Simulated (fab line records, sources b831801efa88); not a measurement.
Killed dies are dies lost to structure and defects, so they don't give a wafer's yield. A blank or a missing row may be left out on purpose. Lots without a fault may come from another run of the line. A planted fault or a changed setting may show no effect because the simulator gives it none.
fab line records | flow sky130
record lots=4 wafers=12 last_day=49
route steps=708 shown VIA1@472 METAL2@483 VIA2@507 PAD_OPEN@708
lots that met no fault: from a run of the same line without faults
start_h: hours from the record's first day to the start of the lot's first wafer shown | wait_h: hours since the lot's step before | " the same as in the row above | L1.1+2: a row that stands for several wafers | - no value, or no start given | * or withheld: withheld | < > ~ a bound
route shown NAME@n: a module of which the file shows steps, and the number in the route of the first | usual: mean/standard deviation of fault-free wafers | same: alike in all rows | chamber/n: place in a boat | sites: the reading at each site | _std_site: their standard deviation | _edge_site: outer sites' mean less inner sites' | radius_mm: how far each site lies from the wafer's centre | mask NAME#n: copy n | behind: the tool/chamber that last shaped the wafer | hold: why the lot was held/for how many hours/how that ended | device: the transistor (n, p or np) that didn't switch | end of line: the same wafers' tests at the end of the route | a step without rows: its recipe alone | killed: dies lost to structure and defects at the first sort, not the wafer's yield | map: a wafer's dies, x killed, . not, _ none there
set.NAME: the setting as run; set.NAME@STEP: as run at that earlier step | model.NAME: the simulator's own value behind a step, which no gauge read
lots at some steps of the route; a table a step, a row a wafer
services: from which hour (start_h, from the record's first day; less than 0 if before it) a tool's chamber was out of use, for how many hours, and why
## steps
# step SKY_VIA1_ETCH_14
# recipe chemistry=N2/H2 target=BARC ion_energy_ev=200 source_w=500 bias_w=100 pressure_mtorr=30 n2_flow_sccm=100 h2_flow_sccm=200 stop_on=SiO2 time_s=45.9 target_depth_a=600
# step SKY_VIA1_ETCH_15
# recipe target=SiO2 chemistry=C4F8/O2/Ar target_depth_nm=351 stop_on=TiN mask_material=KrF-thick source_w=1500 bias_w=1200 pressure_mtorr=40 c4f8_flow_sccm=withheld O2_flow_sccm=6 Ar_flow_sccm=300 time_s=54
# step SKY_VIA1_STRIP_16
# recipe chemistry=O2/N2 power_w=1400 pressure_mtorr=1500 platen_temp_c=withheld o2_flow_sccm=3000 n2_flow_sccm=300 overash_fraction=0.5
# step SKY_VIA1_STRIP_17
# recipe chemistry=post_etch_residue_remover time_s=1200 temp_c=72.5
# step SKY_VIA1_CLEAN_18
# recipe chemistry=IPA time_s=180 temp_c=25
# step SKY_VIA1_CLEAN_19
# recipe chemistry=O3/DIW dry=n2_spin
# step SKY_VIA1_SPUTTER_20
# recipe material=TiN target_thk_nm=20 chamber_pressure_pa=5 power_w=4000 time_s=80
# step SKY_VIA1_CVD_21
# recipe material=W target_thk_nm=270 time_s=80.902 temp_c=400 pressure_torr=40
# step SKY_VIA1_CMP_24
# recipe stop_on=SiO2 t_overpolish_s=15 down_force_psi=3.5 platen_rpm=60 target_thk_nm=0 pad_velocity_m_s=0.94248
# step SKY_METAL2_SPUTTER_00
# recipe material=Ti target_thk_nm=15 power_w=3000 time_s=10 chamber_pressure_pa=0.4
# usual chamber_pressure_pa=0.3999/0.00079 throttle_valve_pct=29.8/1
# columns lot.wafer tool chamber start_h wait_h chamber_pressure_pa throttle_valve_pct
L504.1 pvd_sputter-01 - 843.43 0.2 0.4013 30.5
L504.3 " - " " 0.3998 28.8
L504.5 " - " " 0.3998 28.7
L508.1 pvd_sputter-02 - 859.74 0.1 0.4004 29.2
L508.4 " - " " 0.3987 30.5
L508.6 " - " " 0.3992 30.7
L515.2 pvd_sputter-02 - 913.49 0.1 0.3993 30.5
L515.4 " - " " 0.3996 29.2
L515.5 " - " " 0.4010 28.1
L517.3 pvd_sputter-02 - 927.74 0.1 0.3996 29.1
L517.4 " - " " 0.3993 30.8
L517.5 " - " " 0.3996 28.2
# step SKY_METAL2_SPUTTER_01
# recipe material=TiN target_thk_nm=20 power_w=6500 time_s=16.7 chamber_pressure_pa=0.4
# step SKY_METAL2_SPUTTER_02
# recipe material=AlCu target_thk_nm=250 power_w=10600 time_s=13.3 chamber_pressure_pa=0.4
# step SKY_METAL2_SPUTTER_03
# recipe material=Ti target_thk_nm=5 power_w=3000 time_s=3.3 chamber_pressure_pa=0.4
# step SKY_METAL2_SPUTTER_04
# recipe material=TiN target_thk_nm=70 power_w=6500 time_s=58.3 chamber_pressure_pa=0.4
# step SKY_METAL2_DEHYDRATE_07
# recipe temp_c=200 time_s=60
# step SKY_METAL2_HMDS_08
# recipe prime_time_s=60 prime_temp_c=120
# step SKY_METAL2_COAT_09
# recipe resist=BARC temp_c=withheld time_s=withheld spin_rpm=3000 resist_thk_nm=60
# step SKY_METAL2_COAT_10
# recipe resist=KrF-thick spin_rpm=3000 resist_thk_nm=450
# step SKY_METAL2_SOFTBAKE_11
# recipe temp_c=100 time_s=90 resist=KrF-thick
# step SKY_METAL2_EXPOSE_12
# recipe mask_id=MM2 na=0.8 source_shape=annular sigma_inner=0.55 sigma_outer=0.85 target_cd_nm=140 dose_mj=28
# step SKY_METAL2_PEB_13
# recipe peb_temp_c=withheld peb_time_s=withheld resist=KrF-thick
# step SKY_METAL2_DEVELOP_14
# recipe develop_time_s=60 resist=KrF-thick dev_temp_c=21
# step SKY_METAL2_DESCUM_17
# recipe chemistry=O2 source_power_w=150 bias_power_w=0 pressure_mtorr=10 temp_c=40 time_s=8
# step SKY_METAL2_ETCH_18
# recipe chemistry=N2/H2 target=BARC ion_energy_ev=200 bias_w=100 pressure_mtorr=30 n2_flow_sccm=100 h2_flow_sccm=200 icp_w=500 stop_on=SiO2 time_s=45.9 target_depth_a=600
# step SKY_METAL2_METAL_ETCH_19
# recipe target_depth_a=3600 stop_on=SiO2 over_etch_frac=0.3 time_s=78 chemistry=Cl2/BCl3 resist_sidewall_deg=88 pressure_mtorr=10 icp_w=900 bias_w=48.5 Cl2_flow_sccm=60 bcl3_flow_sccm=30
# step SKY_METAL2_STRIP_20
# recipe chemistry=O2/N2 power_w=1400 pressure_mtorr=1500 platen_temp_c=withheld o2_flow_sccm=3000 n2_flow_sccm=300 overash_fraction=0.5
# step SKY_METAL2_STRIP_21
# recipe chemistry=post_etch_residue_remover time_s=1200 temp_c=72.5
# step SKY_METAL2_CLEAN_22
# recipe chemistry=IPA time_s=180 temp_c=25
# step SKY_METAL2_CLEAN_23
# recipe chemistry=O3/DIW dry=n2_spin
# step SKY_VIA2_HDPCVD_00
# recipe material=SiO2 target_thk_nm=1180 sigma_open_frac=0.3 time_s=196.7 temp_c=400 sih4_flow_sccm=60 pressure_mtorr=6
# step SKY_VIA2_CMP_02
# recipe material=SiO2 down_force_psi=4 platen_rpm=60 pad_velocity_m_s=0.94248
# step SKY_VIA2_DEHYDRATE_04
# recipe temp_c=200 time_s=60
# step SKY_VIA2_HMDS_05
# recipe prime_time_s=60 prime_temp_c=120
# step SKY_PAD_OPEN_PROBE_99
# usual defect_limited_yield=82.5/2 killed_at_M0_to_M3=44/6.9 killed_at_M4_up=3.1/1.7 killed_at_contacts=25/5.6 killed_at_front_end=14/4.3 killed_dies=86/9.8 killed_open=47/6.5 killed_short=39/6.6 sort_bin_3_pad_short=0.8/0.46 sort_bin_5_function=10.3/1.5 sort_bin_6_memory=6.4/1 sort_n_pass=406/9.8 sort_yield_pct=82.5/2
# same gross_dies=492 killed_at_back_side=0 killed_at_other=0 sort_bin_4_leakage[%]=0 sort_bin_8_speed[%]=0
# columns lot.wafer tool chamber start_h wait_h defect_limited_yield[%] killed_at_M0_to_M3 killed_at_M4_up killed_at_contacts killed_at_front_end killed_dies killed_open killed_short sort_bin_3_pad_short[%] sort_bin_5_function[%] sort_bin_6_memory[%] sort_n_pass sort_yield_pct[%] model.etest.tester.sort_n_pass model.etest.tester.sort_yield_pct model.etest.tester.sort_bin_5_pct model.etest.tester.sort_bin_3_pct
L504.1 prober-02 - 1120.67 0.1 79.9 51 2 32 14 99 50 49 1.6 11.6 6.9 393 79.9 393 79.88 11.59 1.626
L504.3 prober-02 - 1120.77 0.2 83.7 41 4 19 16 80 48 32 1.4 9.8 5.1 412 83.7 412 83.74 9.756 1.423
L504.5 prober-02 - 1120.87 0.2 82.9 47 6 18 13 84 46 38 0.8 10.6 5.7 408 82.9 408 82.93 10.57 0.813
L508.1 prober-01 - 1131.44 0.1 83.9 37 5 21 16 79 45 34 1.0 9.3 5.7 413 83.9 413 83.94 9.35 1.016
L508.4 prober-01 - 1131.59 0.2 82.7 44 2 22 17 85 44 41 1.4 11.0 4.9 407 82.7 407 82.72 10.98 1.423
L508.6 prober-01 - 1131.69 0.2 79.9 56 3 21 19 99 50 49 0.8 11.4 7.9 393 79.9 393 79.88 11.38 0.813
L515.2 prober-02 - 1172.92 0.1 83.9 45 1 21 12 79 36 43 0.8 9.6 5.7 413 83.9 413 83.94 9.553 0.813
L515.4 prober-02 - 1173.02 0.2 82.9 40 5 27 12 84 45 39 0.4 10.8 5.9 408 82.9 408 82.93 10.77 0.4065
L515.5 prober-02 - 1173.07 0.2 76.6 77 2 23 13 115 45 32 2.0 14.4 6.9 377 76.6 377 76.63 14.43 2.033
L517.3 prober-02 - 1181.87 0.2 81.3 43 2 34 13 92 52 40 0.8 11.6 6.3 400 81.3 400 81.3 11.59 0.813
L517.4 prober-02 - 1181.92 0.2 81.9 45 6 22 16 89 45 44 0.6 10.0 7.5 403 81.9 403 81.91 9.959 0.6098
L517.5 prober-02 - 1181.97 0.2 75.8 85 6 16 12 119 41 38 3.0 13.4 7.7 373 75.8 373 75.81 13.41 3.049
# killed by level:class
L504.1 VIA1:geometric_particle:open=11 LI_CONTACT:geometric_particle:open=11 METAL1:geometric_particle:short=8 VIA3:geometric_particle:open=8 CONTACT:geometric_particle:open=7 VIA1:geometric_particle:short=7 METAL2:geometric_particle:short=6 LOCAL_INTERCONNECT:geometric_particle:short=6
L504.3 CONTACT:geometric_particle:open=11 VIA1:geometric_particle:open=11 METAL2:geometric_particle:short=9 POLY_GATE:geometric_particle:short=6 LI_CONTACT:geometric_particle:open=6 VIA1:geometric_particle:short=5 SPACER:geometric_particle:open=5 METAL2:geometric_particle:open=5
L504.5 METAL1:geometric_particle:short=9 LI_CONTACT:geometric_particle:open=8 METAL1:geometric_particle:open=7 CONTACT:geometric_particle:open=6 VIA1:geometric_particle:open=6 POLY_GATE:geometric_particle:short=5 VIA1:geometric_particle:short=5 METAL2:geometric_particle:short=5
L508.1 CONTACT:geometric_particle:open=10 VIA1:geometric_particle:open=9 METAL2:geometric_particle:short=6 LI_CONTACT:geometric_particle:open=5 CONTACT:geometric_particle:short=5 FIELD_ISO:geometric_particle:open=4 VIA3:geometric_particle:open=4 METAL4:geometric_particle:short=4
L508.4 VIA1:geometric_particle:open=11 CONTACT:geometric_particle:short=8 CONTACT:geometric_particle:open=7 VIA1:geometric_particle:short=7 LI_CONTACT:geometric_particle:open=6 FIELD_ISO:geometric_particle:short=5 METAL2:geometric_particle:short=5 FIELD_ISO:geometric_particle:open=4
L508.6 VIA1:geometric_particle:open=11 METAL2:geometric_particle:short=8 CONTACT:geometric_particle:open=8 VIA2:geometric_particle:open=8 POLY_GATE:geometric_particle:short=6 VIA1:geometric_particle:short=6 METAL1:geometric_particle:short=5 VIA3:geometric_particle:open=5
L515.2 LI_CONTACT:geometric_particle:open=10 METAL2:geometric_particle:short=9 VIA1:geometric_particle:open=8 POLY_GATE:geometric_particle:short=7 METAL1:geometric_particle:short=6 CONTACT:geometric_particle:open=5 VIA3:geometric_particle:open=5 VIA2:geometric_particle:open=4
L515.4 VIA1:geometric_particle:open=14 CONTACT:geometric_particle:open=10 LI_CONTACT:geometric_particle:open=7 POLY_GATE:geometric_particle:open=4 LOCAL_INTERCONNECT:geometric_particle:short=4 CONTACT:geometric_particle:short=4 VIA1:geometric_particle:short=4 VIA2:geometric_particle:short=4
L515.5 METAL2:unspecified=38 VIA1:geometric_particle:open=11 LI_CONTACT:geometric_particle:open=9 CONTACT:geometric_particle:open=9 VIA2:geometric_particle:open=7 METAL1:geometric_particle:short=6 VIA1:geometric_particle:short=5 FIELD_ISO:geometric_particle:open=4
L517.3 CONTACT:geometric_particle:open=14 VIA1:geometric_particle:open=10 VIA2:geometric_particle:open=9 LI_CONTACT:geometric_particle:short=6 LOCAL_INTERCONNECT:geometric_particle:short=5 METAL2:geometric_particle:short=5 VIA3:geometric_particle:open=4 CONTACT:geometric_particle:short=4
L517.4 VIA1:geometric_particle:open=10 FIELD_ISO:geometric_particle:open=7 VIA1:geometric_particle:short=7 CONTACT:geometric_particle:open=6 POLY_GATE:geometric_particle:short=5 LI_CONTACT:geometric_particle:open=5 METAL1:geometric_particle:short=5 VIA2:geometric_particle:short=5
L517.5 METAL2:unspecified=40 VIA1:geometric_particle:open=10 VIA2:geometric_particle:open=6 METAL4:geometric_particle:short=6 CONTACT:geometric_particle:short=5 METAL1:geometric_particle:short=5 METAL3:geometric_particle:short=5 VIA3:geometric_particle:open=5
# map L515.5 (x killed, . not)
__________xxxx.x...._________
________xxxxxxx......x_______
______xxxxxxxxx.xx.xxxxx_____
_____xxxxxxxx..x.xxxx....____
____..xxxxxxx.x..x........___
___...x.xxx.x.xx...........__
__.....xx.............xx...._
_..x.x......x...x..........x.
_...............x..........x.
_.........xx............x...x
_..........x........x.x..x.x.
_...............x...x..xx....
_x.................xx........
_.x.xx.x.x.........x...x.....
_......x.....x.xxx.........x.
__......xx...............x.._
___...............x.x....x.__
____...x................x.___
_____.................x.x____
______....xxx......x...._____
________.x..........x._______
__________.....x...._________
# map L517.5 (x killed, . not)
__________xxxxx....._________
________xxxxxxx...x..x_______
______xxxxxxxxx........._____
_____xxxxxxxxxxx..x......____
____..xxxxxxxx.........x..___
___x....x.xx...........xx..__
__..xx.x..x................._
_....xxx.x............x......
_.xx...x.......x..x.x.xx.....
_.....x......x........xx.....
_.x..x....x..x...........x...
_...x........................
_x...x....x...x..............
_..........x...x..x......xxxx
_..x.....x.........x.....x...
__x..x....x......x.....x..x._
___.x...x..x........x......__
____x..x......xx.....x.x..___
_____..x..x..............____
______.....x....xxx....._____
________.............x_______
__________x.x..x.x.._________
## services
# columns tool chamber start_h hours kind
pvd_sputter-02 0 893.82 - consumable_replace:kit
pvd_sputter-02 0 893.82 18.0 scheduled_down
pvd_sputter-02 0 893.82 18.0 vent_cycle
pvd_sputter-02 - 902.46 4.6 repair
pvd_sputter-01 - 906.44 0.7 repair
## key
first_sign step=SKY_PAD_OPEN_PROBE_99 reading=killed_at_M0_to_M3 direction=up sigmas=5.4 usual=44 struck=81
effect step=SKY_PAD_OPEN_PROBE_99 reading=sort_bin_3_pad_short direction=up sigmas=3.7 usual=0.8 struck=2.5
model_effect step=SKY_PAD_OPEN_PROBE_99 value=etest.tester.sort_n_pass without=410.5 struck=375
met_at SKY_METAL2_SPUTTER_00
struck_wafers L515.5,L517.5
fault kind=chamber_particle_source tool=pvd_sputter-02 chamber=- onset_h=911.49 steps=SKY_METAL2_SPUTTER_00 rate_per_visit_cm2=0.75112 end_h=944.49 scope=struck_wafers_only
